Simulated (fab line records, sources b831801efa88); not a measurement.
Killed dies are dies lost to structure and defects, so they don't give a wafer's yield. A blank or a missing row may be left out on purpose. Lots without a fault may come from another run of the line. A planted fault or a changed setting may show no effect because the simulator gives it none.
A struck lot beside a sound one | flow sky130 | 18 steps out of a route of 708
Sound: wafers L968.2, L968.3, L968.6. Struck: wafers L969.1, L969.4. (L969.5 of the same lot was not struck and is left out.) The cause comes at the end.
At each step with rows: each side's tool, then ch and its chambers, then its first start. Under that, the readings that differ: sound wafers | struck wafers | difference of the means | sigmas: that difference in standard deviations of wafers without a fault.
alike: readings whose means differ by less than 2 such deviations, and words and numbers that are the same on both sides. not compared: withheld readings, readings that some wafer has no value for, bounds like >300 that may hide the same value, and numbers for which the record gives no deviation and whose values overlap.
The two part at a step that has a row with sigmas, a row that says differs or no value, or rows on one side only. Numbers that don't overlap but have no deviation are shown without sigmas and don't part them. A reading that every wafer of one side lacks parts them only if that side has two wafers or more.

first, 5 steps without rows for these wafers: SKY_VIA4_COAT_06 (resist thk 1140 nm); SKY_VIA4_SOFTBAKE_07 (time 60 s); SKY_VIA4_EXPOSE_08 (exposes mask VIM4, target cd 800 nm); SKY_VIA4_PEB_09; SKY_VIA4_DEVELOP_10 (develop time 60 s).
SKY_VIA4_OVL_MEAS_11:
  sound on overlay-02, day 44 18:51; struck on overlay-02, day 44 21:46
  alike: VIA4_OVL
SKY_VIA4_ETCH_12: etches SiO2 in C4F8/O2/Ar, stops on TiN, target depth 580 nm.
  sound on rie_diel-04 ch 0,2, day 44 18:53; struck on rie_diel-01 ch 0,3, day 44 21:47
  alike: oes_product_au
SKY_VIA4_STRIP_13: strips in O2/N2.
  sound on plasma_asher-02 ch 0, day 44 18:57; struck on plasma_asher-04 ch 0, day 44 21:52
  reading                     | sound       | struck  | difference | sigmas
  drypump_motor_current_A (A) | 6.3 6.3 6.3 | 5.2 5.1 | -1.1       | -2
  alike: o2_flow_sccm, oes_product_au, strip_time_to_endpoint_s
  not compared: rf_hours_counter_h
then, 3 steps without rows for these wafers: SKY_VIA4_STRIP_14 (strips in post etch residue remover, time 1200 s); SKY_VIA4_CLEAN_15 (cleans in IPA, time 180 s); SKY_VIA4_CLEAN_16 (cleans in O3/DIW).
SKY_VIA4_SPUTTER_17: material TiN, target thk 20 nm, time 80 s.
  sound on pvd_sputter-01, day 44 19:41; struck on pvd_sputter-03, day 44 22:29
  reading                | sound          | struck    | difference | sigmas
  throttle_valve_pct (%) | 31.9 31.6 31.6 | 28.5 28.0 | -3.4       | -3
SKY_VIA4_CVD_18: deposits W, target thk 505 nm, time 152.14 s.
  sound on cvd_w-02 ch 0,1, day 44 19:45; struck on cvd_w-01 ch 0, day 44 22:33
  reading                            | sound                | struck        | difference | sigmas
  heater_power_w (W)                 | 877 889 863          | 713 728       | -156       | -3
  susceptor_temp_C (C)               | 399.99 400.03 399.91 | 387.85 387.74 | -12.18     | -58
  model.W_of_VIA4_CVD_18.thk_nm (nm) | 500.5 502.2 520      | 399.1 400.7   | -107.7     |
SKY_VIA4_RS_MEAS_19: measures by four-point-probe.
  sound on film_metro-03, day 44 19:55; struck on film_metro-02, day 44 22:43
  reading            | sound             | struck      | difference | sigmas
  VIA4_W_RS (ohm/sq) | 0.229 0.228 0.220 | 0.287 0.286 | +0.061     | +20
SKY_VIA4_THK_MEAS_20: measures by xrf.
  sound on film_metro-03, day 44 20:02; struck on film_metro-02, day 44 22:50
  reading         | sound       | struck  | difference | sigmas
  VIA4_W_THK (nm) | 491 493 509 | 397 400 | -99        | -15
SKY_VIA4_CMP_21: polishes, stops on SiO2, t overpolish 25 s, target thk 0 nm.
  sound on cmp-02 ch 0,2, day 44 20:08; struck on cmp-02 ch 2,3, day 44 23:08
  reading                | sound       | struck | difference | sigmas
  time_to_endpoint_s (s) | 123 112 118 | 92 92  | -26        | -4
  alike: edge_zone_pressure_frac, motor_current_A
SKY_METAL5_SPUTTER_00: material Ti, target thk 15 nm, time 10 s.
  sound on pvd_sputter-02, day 44 20:23; struck on pvd_sputter-02, day 44 23:26
  alike: throttle_valve_pct
-- the record jumps here: 3 days lie between the struck wafers' starts before and after (it left off in module METAL5 and takes up again in module PAD_OPEN, whose first step shown is number 708 of the route) --
SKY_PAD_OPEN_PROBE_99:
  sound on prober-01, day 47 14:49; struck on prober-02, day 47 16:43
  reading             | sound   | struck | difference | sigmas
  killed_at_front_end | 12 8 11 | 26 19  | +12        | +3
  alike: defect_limited_yield, killed_at_M0_to_M3, killed_at_M4_up, killed_at_contacts, killed_at_other, killed_dies, killed_open, killed_short, sort_bin_3_pad_short, sort_bin_5_function, sort_bin_6_memory, sort_n_pass, sort_yield_pct

WHERE THEY PART
First at SKY_VIA4_STRIP_13; last, within this record, at SKY_PAD_OPEN_PROBE_99.

WHY: what the simulator had put in
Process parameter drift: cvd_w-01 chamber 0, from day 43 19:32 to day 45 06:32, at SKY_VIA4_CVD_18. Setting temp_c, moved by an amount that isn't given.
